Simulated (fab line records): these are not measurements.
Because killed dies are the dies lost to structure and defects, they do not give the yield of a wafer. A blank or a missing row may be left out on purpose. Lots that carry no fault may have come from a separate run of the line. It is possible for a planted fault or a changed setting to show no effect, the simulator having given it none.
Code-filled problem report in 8D (eight disciplines) form + flow sky130 + the parts of the form that need people (team, actions taken, sign-off) are left out

1. THE ISSUE
At SKY_VIA2_STRIP_16, stripTimeToEndpointS averages 3.386 s over 6 wafers from 2 lots, while fault-free wafers read 4.055 s, standard deviation 0.023. Relative to the usual mean, that is a shift of -29 standard deviations.
The step: strips in O2/N2.
The first sign was on wafer L110.2 at day 39 01:41, on plasmaAsher-01. The record holds 30 wafers of 10 lots with a number at this step. Rule for "out" (also "out of limits"): further than 4 standard deviations from the usual mean. The other wafers with a number count as sound.

2. WHAT THIS IS AND IS NOT
| question                    | is                                 | is not                                                                                      |
|-----------------------------|------------------------------------|---------------------------------------------------------------------------------------------|
| which readings at this step | stripTimeToEndpointS, oesProductAu | drypumpMotorCurrentA                                                                        |
| which lots                  | L110, L111                         | L102, L104, L105, L114, L119, L120, L122, L123                                              |
| which wafers of those lots  | all that have a number             | -                                                                                           |
| read on which tools         | plasmaAsher-01, plasmaAsher-03     | plasmaAsher-02                                                                              |
| when                        | from day 39 01:41                  | up to then (9 sound wafers); but 15 sound wafers of L114, L119, L120, L122, L123 came after |

3. WHAT RULES OUT EACH SUSPECT
Counting: any tool at a process step up to the reading is kept as a suspect provided that every lot that is out went through it and no sound lot did after the first of them.
- rieDiel-02 at SKY_VIA2_ETCH_15 (etches SiO2 in C4F8/O2/Ar, stops on TiN, target depth 546 nm, time 84 s): ruled out as a lasting fault. After its first lot that is out, L110 (day 39 01:37), sound lots L122 ran on it.
Left after counting: nothing in the record.

4. THE CAUSE (what the simulator had put in)
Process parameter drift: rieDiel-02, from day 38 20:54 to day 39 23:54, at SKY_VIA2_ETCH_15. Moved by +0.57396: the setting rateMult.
Counting ruled it out, wrongly: the rule takes a fault to strike every lot that its tool runs from its start on, and this one did not.

5. SEQUENCE OF EFFECTS, ordered by route
One row per reading whose mean, taken over the struck wafers that have a number, lies over 3 standard deviations from the usual. Scope: only readings with a usual standard deviation given in the record; hours: median across lots of the time from each lot's start at the first step in this table that gives one to its start at this step; sigmas: change in usual standard deviations.
| hours | step              | reading              | usual      | on struck wafers | change | sigmas |
|-------|-------------------|----------------------|------------|------------------|--------|--------|
| 0     | SKY_VIA2_STRIP_16 | oesProductAu         | 0.399 a.u. | 0.369            | -0.030 | -6.3   |
| 0     | SKY_VIA2_STRIP_16 | stripTimeToEndpointS | 4.055 s    | 3.386            | -0.669 | -29    |
Its process steps:
- SKY_VIA2_STRIP_16: strips in O2/N2.

6. WHAT WOULD HAVE CAUGHT IT SOONER
In this record the first reading out of limits was taken at day 39 01:41, 5 hours after the fault began at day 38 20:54.
No tool reading at SKY_VIA2_ETCH_15 that has a usual standard deviation in the record was out on any struck wafer, so an alarm limit of 4 standard deviations on those readings would not have fired.
